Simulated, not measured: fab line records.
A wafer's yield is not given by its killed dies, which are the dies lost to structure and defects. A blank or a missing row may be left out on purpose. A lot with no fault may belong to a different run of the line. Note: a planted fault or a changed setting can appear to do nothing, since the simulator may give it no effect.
Chamber matching    flow gf180mcu    GF_V4_CVD_02 on pecvd-04: 3 sister chambers
The step deposits SiO2 from TEOS, target thk 850 nm, time 94.851 s. 6 wafers are shown with their chamber, then 8 later ones without.

== EACH WAFER AND ITS CHAMBER ==
wafer   chamber  heater power w (W)
L086.5  1        821
L091.2  0        675
L094.1  2        754
L094.2  1        739
L094.4  2        789
L096.1  0        672

== WAFERS MISSING THEIR CHAMBER ==
wafer   heater power w (W)
L096.4  715
L096.6  706
L092.1  588
L092.2  775
L092.4  619
L097.3  742
L097.5  754
L097.6  654

== CHAMBER TAKEN BY EACH ==
wafer   from the rows above           in truth
L096.4  can't be placed: 0 or 2 or 1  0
L096.6  can't be placed: 0 or 2 or 1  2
L092.1  0                             0
L092.2  can't be placed: 2 or 1       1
L092.4  0                             0
L097.3  can't be placed: 2 or 1 or 0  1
L097.5  can't be placed: 2 or 1 or 0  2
L097.6  0                             0
3 of 8 placed correctly. Can't be placed from these rows: 5 (the true chamber is among the candidates in 5). Wrongly placed: 0.
How it was worked out, from the rows above alone: a wafer's distance from a chamber is the root of the sum, over the readings, of the square of ((its reading less the chamber's mean) divided by the reading's scatter). The wafer belongs to the nearest chamber; if the next one is less than 2 further off, it can't be placed. A chamber's mean is the mean of its shown wafers. The scatter: the root of (the sum of the squares of (reading less its chamber's mean) over the shown wafers, divided by (wafers less chambers)).
